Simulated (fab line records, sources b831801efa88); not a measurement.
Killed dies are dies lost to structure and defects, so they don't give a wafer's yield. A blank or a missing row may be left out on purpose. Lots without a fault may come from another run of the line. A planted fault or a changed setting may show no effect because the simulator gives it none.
fab line records | flow gf180mcu
record lots=13 wafers=39 last_day=34
route steps=602 shown DNWELL@34 SAB@265 CONTACT@311
lots that met no fault: from a run of the same line without faults
start_h: hours from the record's first day to the start of the lot's first wafer shown | wait_h: hours since the lot's step before | " the same as in the row above | L1.1+2: a row that stands for several wafers | - no value, or no start given | * or withheld: withheld | < > ~ a bound
route shown NAME@n: a module of which the file shows steps, and the number in the route of the first | usual: mean/standard deviation of fault-free wafers | same: alike in all rows | chamber/n: place in a boat | sites: the reading at each site | _std_site: their standard deviation | _edge_site: outer sites' mean less inner sites' | radius_mm: how far each site lies from the wafer's centre | mask NAME#n: copy n | behind: the tool/chamber that last shaped the wafer | hold: why the lot was held/for how many hours/how that ended | device: the transistor (n, p or np) that didn't switch | end of line: the same wafers' tests at the end of the route | a step without rows: its recipe alone | killed: dies lost to structure and defects at the first sort, not the wafer's yield | map: a wafer's dies, x killed, . not, _ none there
set.NAME: the setting as run; set.NAME@STEP: as run at that earlier step | model.NAME: the simulator's own value behind a step, which no gauge read
steps of the route over a sample of lots; a table a step, a row a wafer
services: from which hour (start_h, from the record's first day; less than 0 if before it) a tool's chamber was out of use, for how many hours, and why
## steps
# step GF_DNWELL_COAT_02
# recipe spin_rpm=2000 resist_thk_nm=3000
# usual spin_speed_rpm=2000.1/1.5
# columns lot.wafer tool chamber start_h wait_h spin_speed_rpm
L139.2 litho_track-02 0 42.28 0.1 2001.3
L139.4 " 0 " " 1999.7
L139.5 " 0 " " 2001.5
L140.4 litho_track-02 0 46.78 0.1 1998.3
L140.5 " 0 " " 2001.8
L140.6 " 0 " " 2001.4
L141.3 litho_track-02 0 50.85 0.1 2000.2
L141.4 " 0 " " 2000.9
L141.6 " 0 " " 2000.5
L144.2 litho_track-04 0 67.35 0.1 2000.9
L144.4 " 0 " " 2002.0
L144.5 " 0 " " 1997.5
L148.1 litho_track-03 0 87.52 0.1 1925.3
L148.3 " 0 " " 1923.0
L148.4 " 0 " " 1923.5
L150.3 litho_track-03 0 98.62 0.1 1922.6
L150.5 " 0 " " 1923.2
L150.6 " 0 " " 1921.4
L151.1 litho_track-04 0 103.23 0.1 1998.2
L151.3 " 0 " " 2001.6
L151.5 " 0 " " 2000.0
L152.3 litho_track-02 0 109.75 0.1 2004.4
L152.4 " 0 " " 2001.0
L152.5 " 0 " " 2000.3
L153.2 litho_track-02 0 118.08 0.1 1997.2
L153.3 " 0 " " 1999.5
L153.6 " 0 " " 2000.7
L154.2 litho_track-02 0 123.48 0.1 2001.1
L154.4 " 0 " " 1998.6
L154.6 " 0 " " 2001.2
L155.1 litho_track-04 0 129.02 0.1 1999.6
L155.2 " 0 " " 2000.1
L155.5 " 0 " " 1999.9
L156.1 litho_track-04 0 130.67 0.1 1998.4
L156.3 " 0 " " 1999.3
L156.5 " 0 " " 1999.0
L161.1 litho_track-02 0 156.65 0.1 1998.2
L161.5 " 0 " " 1997.2
L161.6 " 0 " " 1998.6
# step GF_DNWELL_STRIP_08
# recipe chemistry=O2/N2 power_w=1400 pressure_mtorr=1500 platen_temp_c=250 o2_flow_sccm=3000 n2_flow_sccm=300 overash_fraction=0.5
# usual drypump_motor_current_A=6.00/0.26 heater_power_w=363/13 oes_product_au=0.722/0.0041 strip_time_to_endpoint_s=37.05/0.12
# same overash_fraction=0.5
# columns lot.wafer tool chamber start_h wait_h drypump_motor_current_A heater_power_w oes_product_au rf_hours_counter_h strip_time_to_endpoint_s
L139.2 plasma_asher-03 1 48.80 0.1 6.25 358 0.724 18 37.19
L139.4 " 1 " " 6.29 351 0.728 - 37.25
L139.5 " 0 " " 5.71 347 0.728 - 37.20
L140.4 plasma_asher-01 1 53.14 0.1 6.30 364 0.726 - 36.99
L140.5 " 1 " " 6.27 362 0.725 - 37.15
L140.6 " 0 " " 5.97 376 0.722 - 37.05
L141.3 plasma_asher-03 1 57.91 0.1 6.24 345 0.720 - 37.27
L141.4 " 0 " " 5.72 354 0.721 - 37.12
L141.6 " 0 " " 5.72 359 0.724 - 37.25
L144.2 plasma_asher-01 0 74.12 0.1 5.99 358 0.720 46 37.25
L144.4 " 1 " " 6.30 370 0.727 - 37.20
L144.5 " 0 " " 5.98 369 0.718 - 37.09
L148.1 plasma_asher-03 0 94.88 0.1 5.71 363 0.717 23 37.57
L148.3 " 0 " " 5.72 365 0.727 - 37.52
L148.4 " 1 " " 6.28 350 0.717 - 37.59
L150.3 plasma_asher-04 1 106.08 0.1 5.57 364 0.717 - 37.53
L150.5 " 0 " " 6.12 385 0.722 - 37.54
L150.6 " 1 " " 5.57 357 0.716 - 37.55
L151.1 plasma_asher-01 0 110.68 0.1 5.97 379 0.724 48 37.08
L151.3 " 0 " " 5.98 371 0.727 - 37.07
L151.5 " 0 " " 5.96 375 0.721 - 37.15
L152.3 plasma_asher-03 0 117.05 0.1 5.73 350 0.731 - 36.88
L152.4 " 1 " " 6.26 358 0.729 - 36.93
L152.5 " 1 " " 6.27 352 0.721 - 36.97
L153.2 plasma_asher-01 0 125.55 0.1 5.96 370 0.720 49 36.84
L153.3 " 0 " " 5.96 382 0.726 - 36.89
L153.6 " 1 " " 6.28 351 0.720 - 36.89
L154.2 plasma_asher-03 0 131.52 0.1 5.74 348 0.724 27 37.12
L154.4 " 0 " " 5.71 362 0.722 - 37.08
L154.6 " 1 " " 6.28 358 0.716 - 37.11
L155.1 plasma_asher-04 0 137.05 0.1 6.12 388 0.722 2 37.15
L155.2 " 1 " " 5.58 358 0.723 2 37.10
L155.5 " 1 " " 5.58 370 0.723 - 37.13
L156.1 plasma_asher-04 0 138.40 0.1 6.12 379 0.723 2 36.93
L156.3 " 0 " " 6.11 380 0.715 - 36.95
L156.5 " 0 " " 6.11 392 0.727 - 37.03
L161.1 plasma_asher-01 0 165.20 0.1 5.99 368 0.720 54 37.11
L161.5 " 1 " " 6.29 360 0.721 - 37.07
L161.6 " 0 " " 5.99 385 0.728 - 36.97
# step GF_SAB_THK_MEAS_01
# recipe reads=SiO2_of_SAB_CVD_00
# usual SAB_CVD_00_THK=49.8/0.7
# columns lot.wafer tool chamber start_h wait_h SAB_CVD_00_THK[nm]
L139.2 film_metro-02 - 324.77 0.0 48.0
L139.4 " - " " 48.4
L139.5 " - " " 49.5
L140.4 film_metro-02 - 334.74 0.0 49.8
L140.5 " - " " 50.4
L140.6 " - " " 49.9
L141.3 film_metro-02 - 336.40 0.0 48.8
L141.4 " - " " 50.3
L141.6 " - " " 50.8
L144.2 film_metro-03 - 369.59 0.0 50.2
L144.4 " - " " 50.5
L144.5 " - " " 51.2
L148.1 film_metro-03 - 401.56 0.0 50.1
L148.3 " - " " 50.0
L148.4 " - " " 50.9
L150.3 film_metro-02 - 418.13 0.0 48.8
L150.5 " - " " 50.3
L150.6 " - " " 49.3
L151.1 film_metro-01 - 428.98 0.0 50.0
L151.3 " - " " 49.7
L151.5 " - " " 49.5
L152.3 film_metro-02 - 438.80 0.0 49.5
L152.4 " - " " 50.2
L152.5 " - " " 50.6
L153.2 film_metro-03 - 455.19 0.0 49.3
L153.3 " - " " 49.8
L153.6 " - " " 49.7
L154.2 film_metro-01 - 465.49 0.0 49.6
L154.4 " - " " 49.6
L154.6 " - " " 50.2
L155.1 film_metro-02 - 475.75 0.0 48.7
L155.2 " - " " 49.0
L155.5 " - " " 49.6
L156.1 film_metro-01 - 476.06 0.0 48.8
L156.3 " - " " 48.8
L156.5 " - " " 49.5
L161.1 film_metro-03 - 512.08 0.0 49.5
L161.5 " - " " 50.7
L161.6 " - " " 50.6
# step GF_CONTACT_CVD_24
# recipe material=W target_thk_nm=300 time_s=90.339 temp_c=400 pressure_torr=40
# usual heater_power_w=835/51
# columns lot.wafer tool chamber start_h wait_h heater_power_w
L139.2 cvd_w-02 0 369.47 0.0 829
L139.4 " 0 " " 815
L139.5 " 1 " " 834
L140.4 cvd_w-02 0 380.29 0.1 831
L140.5 " 1 " " 857
L140.6 " 0 " " 845
L141.3 cvd_w-01 1 382.11 0.1 913
L141.4 " 0 " " 766
L141.6 " 0 " " 782
L144.2 cvd_w-02 1 416.74 0.0 847
L144.4 " 0 " " 834
L144.5 " 0 " " 822
L148.1 cvd_w-01 1 451.79 0.0 894
L148.3 " 0 " " 783
L148.4 " 1 " " 897
L150.3 cvd_w-02 1 468.75 0.1 835
L150.5 " 1 " " 849
L150.6 " 0 " " 816
L151.1 cvd_w-01 0 480.13 0.0 746
L151.3 " 0 " " 742
L151.5 " 1 " " 898
L152.3 cvd_w-01 1 489.40 0.1 881
L152.4 " 0 " " 761
L152.5 " 1 " " 877
L153.2 cvd_w-02 0 505.08 0.0 827
L153.3 " 1 " " 873
L153.6 " 1 " " 845
L154.2 cvd_w-02 0 515.09 0.0 819
L154.4 " 1 " " 857
L154.6 " 0 " " 843
L155.1 cvd_w-01 0 525.17 0.0 771
L155.2 " 1 " " 883
L155.5 " 1 " " 891
L156.1 cvd_w-02 1 525.69 0.0 849
L156.3 " 0 " " 827
L156.5 " 1 " " 868
L161.1 cvd_w-01 1 559.93 0.0 896
L161.5 " 0 " " 787
L161.6 " 1 " " 900
# step GF_CONTACT_CMP_27
# recipe stop_on=SiO2 down_force_psi=3.5 platen_rpm=60 t_overpolish_s=15 target_thk_nm=0 pad_velocity_m_s=0.94248
# usual motor_current_A=11.2/0.9 overpolish_run_s=15.000/0.0094 time_to_endpoint_s=74/4.2
# columns lot.wafer tool chamber start_h wait_h motor_current_A overpolish_run_s time_to_endpoint_s
L139.2 cmp-01 2 369.75 0.0 12.5 15.000 75
L139.4 " 0 " " 11.0 15.004 72
L139.5 " 2 " " 11.7 15.001 73
L140.4 cmp-01 2 380.67 0.2 12.3 15.002 79
L140.6 " 2 " " 12.2 15.005 79
L140.5 " 3 " " 12.1 15.004 78
L141.4 cmp-01 0 382.36 0.0 11.2 15.011 71
L141.3 " 2 " " 12.3 15.007 76
L141.6 " 0 " " 12.0 15.013 71
L144.4 cmp-02 3 417.07 0.1 10.4 15.000 77
L144.2 " 0 " " 11.6 14.995 73
L144.5 " 2 " " 10.1 15.004 70
L148.1 cmp-02 2 452.07 0.1 10.6 14.994 70
L148.4 " 3 " " 10.8 15.001 76
L148.3 " 1 " " 9.7 14.975 65
L150.3 cmp-01 2 469.05 0.1 11.7 15.003 74
L150.5 " 1 " " 11.9 15.006 68
L150.6 " 2 " " 11.8 15.003 73
L151.1 cmp-02 1 480.41 0.1 9.6 15.020 67
L151.3 " 3 " " 10.5 15.011 77
L151.5 " 1 " " 9.6 15.001 66
L152.4 cmp-02 1 489.69 0.1 10.0 14.997 69
L152.3 " 2 " " 10.8 14.997 76
L152.5 " 1 " " 9.5 15.010 71
L153.3 cmp-01 2 505.36 0.0 12.0 15.019 78
L153.2 " 3 " " 12.1 15.014 77
L153.6 " 2 " " 12.6 15.009 76
L154.2 cmp-02 0 515.37 0.0 11.2 14.986 73
L154.4 " 2 " " 10.9 14.983 68
L154.6 " 0 " " 11.6 15.004 72
L155.1 cmp-01 0 525.45 0.1 11.3 15.010 72
L155.2 " 2 " " 12.3 14.985 77
L155.5 " 0 " " 11.2 14.996 70
L156.1 cmp-02 1 525.97 0.1 9.9 15.005 70
L156.3 " 3 " " 10.8 14.989 83
L156.5 " 1 " " 9.9 14.999 69
L161.1 cmp-02 2 560.26 0.1 11.1 15.009 73
L161.5 " 1 " " 9.6 14.996 64
L161.6 " 2 " " 10.5 15.002 71
## services
# columns tool chamber start_h hours kind
cvd_w-02 - 40.32 2.1 repair
cvd_w-01 0 45.26 3.8 repair
cmp-02 - 47.49 5.1 pm
cvd_w-02 - 58.93 4.3 pm
cmp-01 - 64.00 4.0 pm
cmp-02 - 87.05 0.8 repair
cvd_w-02 0 144.46 1.9 repair
cvd_w-01 1 145.08 6.4 repair
cmp-01 - 152.46 3.2 repair
cvd_w-02 1 160.53 15.2 repair
cmp-02 - 191.78 1.5 repair
cvd_w-01 - 192.76 1.1 repair
cmp-02 - 195.61 7.7 pm
cmp-02 - 219.03 2.7 repair
cmp-02 - 232.00 4.0 pm
cmp-02 - 239.87 0.8 repair
cvd_w-02 1 252.76 13.9 repair
cmp-02 - 263.31 2.7 repair
cmp-02 - 333.74 1.1 repair
cvd_w-02 - 358.62 0.3 repair
cmp-02 - 370.51 19.1 pm
cmp-02 - 411.29 1.2 repair
cmp-02 - 491.36 0.9 repair
cmp-02 - 504.81 2.2 repair
## key
first_sign step=GF_DNWELL_COAT_02 reading=spin_speed_rpm direction=down sigmas=53 usual=* struck=*
effect step=GF_DNWELL_STRIP_08 reading=strip_time_to_endpoint_s direction=up sigmas=4.3 usual=* struck=*
met_at GF_DNWELL_COAT_02
struck_lots L148,L150
tester_left_out L148,L150
not_acting_at GF_SAB_THK_MEAS_01,GF_CONTACT_CVD_24,GF_CONTACT_CMP_27
fault kind=process_parameter_drift tool=litho_track-03 chamber=- onset_h=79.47 steps=GF_DNWELL_COAT_02 channel=spin_rpm offset=* shape=step end_h=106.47 acts_in=* stated=*
# tester_left_out: of these lots the tester's yield and bins aren't shown, on N5 and GAA mostly nor the transistor test; their killed dies are dies lost to structure and defects alone, not to doping, threshold or leakage, so they don't give the yield
